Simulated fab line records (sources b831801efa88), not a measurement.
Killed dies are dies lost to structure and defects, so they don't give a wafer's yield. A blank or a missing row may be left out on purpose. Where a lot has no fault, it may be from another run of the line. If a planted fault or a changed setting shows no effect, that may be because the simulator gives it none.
Split-lot trial    flow gf180mcu    route with 602 steps; 5 lots, 23 wafers read

THE SPLIT
At GF_M1_EXPOSE_11 (exposes mask Metal1, target cd 230 nm), the setting dose mj was moved away from the recipe's 28 on 9 of the 23 wafers read, by -5.1% to +6.6%. This setting was run at the recipe's value on the other wafers.

FROM THE SPLIT TO THE READING: what the file shows between them, 2 steps
- GF_M1_PEB_12: peb time 90 s
- GF_M1_DEVELOP_13: develop time 60 s

THE READING
Shown in nm: cd nm at GF_M1_CD_MEAS_14, with target cd 230 nm. On this fab line, fault-free wafers typically give 230.0 nm with a standard deviation of 1.4 nm.

wafer   tool, chamber at the split  dose mj as run  against the recipe  cd nm, nm  against lot-mates on the recipe
L074.1  krf scanner-02, 0           28              recipe              228.6      -
L074.2  krf scanner-02, 0           29.86           +6.6%               219.3      -9.8
L074.3  krf scanner-02, 0           29.86           +6.6%               220.0      -9.1
L074.4  krf scanner-02, 0           29.86           +6.6%               220.4      -8.7
L074.6  krf scanner-02, 0           28              recipe              229.7      -
L077.1  krf scanner-01, 0           28              recipe              231.4      -
L077.2  krf scanner-01, 0           28              recipe              229.4      -
L077.4  krf scanner-01, 0           28              recipe              228.8      -
L077.5  krf scanner-01, 0           28              recipe              228.3      -
L077.6  krf scanner-01, 0           28              recipe              229.9      -
L081.2  krf scanner-02, 0           28              recipe              232.9      -
L081.4  krf scanner-02, 0           28              recipe              232.6      -
L081.6  krf scanner-02, 0           28              recipe              233.0      -
L082.1  krf scanner-01, 0           28              recipe              228.9      -
L082.3  krf scanner-01, 0           26.63           -4.9%               237.2      +7.5
L082.4  krf scanner-01, 0           28              recipe              230.4      -
L082.5  krf scanner-01, 0           26.63           -4.9%               237.3      +7.7
L082.6  krf scanner-01, 0           26.63           -4.9%               236.5      +6.8
L085.1  krf scanner-01, 0           26.56           -5.1%               238.0      +7.8
L085.2  krf scanner-01, 0           28              recipe              230.2      -
L085.3  krf scanner-01, 0           26.56           -5.1%               238.4      +8.2
L085.4  krf scanner-01, 0           26.56           -5.1%               237.8      +7.6
L085.6  krf scanner-01, 0           28              recipe              230.3      -

FIT RESULTS
A straight line over all 23 wafers: cd nm changes by -1.5 nm for each +1% of dose mj; r = -0.97; the points scatter about the line by 1.3 nm.
The same after taking each lot's own level away (the mean of its wafers on the recipe; 23 wafers): -1.45 nm for each +1%; r = -0.99; scatter 0.67 nm.
Per that fit: largest dose mj move, reading shift of 9.6 nm.
From 229.15 to 232.83 nm: that is the span of the lots' own levels, equal to 2.6 times the standard deviation above.
So the lot-to-lot level changes the slope little: the two slopes agree.
Check: -9.41 nm against its lot-mates is what the line predicts for one of the wafers moved furthest among these (+6.6%) when that wafer is left out of the fit. Against them it came out at -9.85 nm.

OTHER SPLITS ON THESE WAFERS
Other splits were also applied to these wafers ahead of the reading. Each is held against what the fit with the lots' levels taken away leaves over:
other split on the same wafers  wafers away from the commonest value  r with cd nm (lot level and that fit taken away)
GF_M1_SPUTTER_01 power w        5                                     +0.03

THE WHOLE CHAIN: every reading that the file lists as answering this split, in the file's order
step                 what it does                                                                          reading                                                    change (the file's fit)               r (the file's)
GF_M1_CD_MEAS_14     target cd 230 nm                                                                      cd nm                                                      -1.46 nm for each +1% of the setting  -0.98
GF_M1_METAL_ETCH_16  etches the open film in Cl2/BCl3, stops on SiO2, target depth 627.5 nm, time 104.6 s  M1.cd nm (the simulator's own value, which no gauge read)  -1.51 nm for each +1% of the setting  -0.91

FILE'S OWN FIT
cd nm changes by -1.46 nm for each +1% of dose mj, r = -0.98.
